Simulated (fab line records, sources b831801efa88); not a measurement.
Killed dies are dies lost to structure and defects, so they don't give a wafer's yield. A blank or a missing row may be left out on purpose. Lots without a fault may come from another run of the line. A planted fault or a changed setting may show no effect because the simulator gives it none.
Chamber matching | flow sky130 | SKY_CAPM_CVD_00 on pecvd-04: 3 sister chambers
The step deposits SiO2, target thk 15.5 nm. 14 wafers are shown with their chamber, then 7 later ones without.

WAFERS WITH THEIR CHAMBER
wafer  | chamber | heater_power_w (W)
L457.1 | 2       | 773
L457.3 | 0       | 663
L457.6 | 1       | 732
L458.2 | 0       | 635
L458.5 | 2       | 649
L458.6 | 0       | 644
L460.3 | 2       | 714
L460.5 | 0       | 580
L460.6 | 2       | 736
L461.2 | 1       | 651
L461.3 | 2       | 805
L461.6 | 1       | 658
L474.2 | 0       | 608
L474.5 | 0       | 613

SIGNATURES (means of the wafers above)
reading        | chamber 0 | chamber 1 | chamber 2 | scatter within a chamber
heater_power_w | 623.83    | 680.33    | 735.40    | 45.3
Rule: a wafer's distance from a chamber is the root of the sum, over the readings, of the square of ((its reading less the chamber's mean) divided by the reading's scatter). The wafer belongs to the nearest chamber; if the next one is less than 2 further off, it can't be placed. The scatter: the root of (the sum of the squares of (reading less its chamber's mean) over the shown wafers, divided by (wafers less chambers)).

WAFERS WITHOUT THEIR CHAMBER
wafer  | heater_power_w (W)
L474.6 | 657
L475.1 | 758
L475.3 | 687
L475.5 | 663
L480.1 | 559
L480.2 | 693
L480.6 | 574

WHICH CHAMBER EACH WENT THROUGH
wafer  | from the rows above          | in truth
L474.6 | can't be placed: 1 or 0 or 2 | 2
L475.1 | can't be placed: 2 or 1      | 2
L475.3 | can't be placed: 1 or 2 or 0 | 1
L475.5 | can't be placed: 1 or 0 or 2 | 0
L480.1 | can't be placed: 0 or 1      | 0
L480.2 | can't be placed: 1 or 2 or 0 | 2
L480.6 | can't be placed: 0 or 1      | 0
Placed correctly: 0 of 7. Can't be placed from these rows: 7 (the true chamber is among the candidates in 7). Placed wrongly: 0.
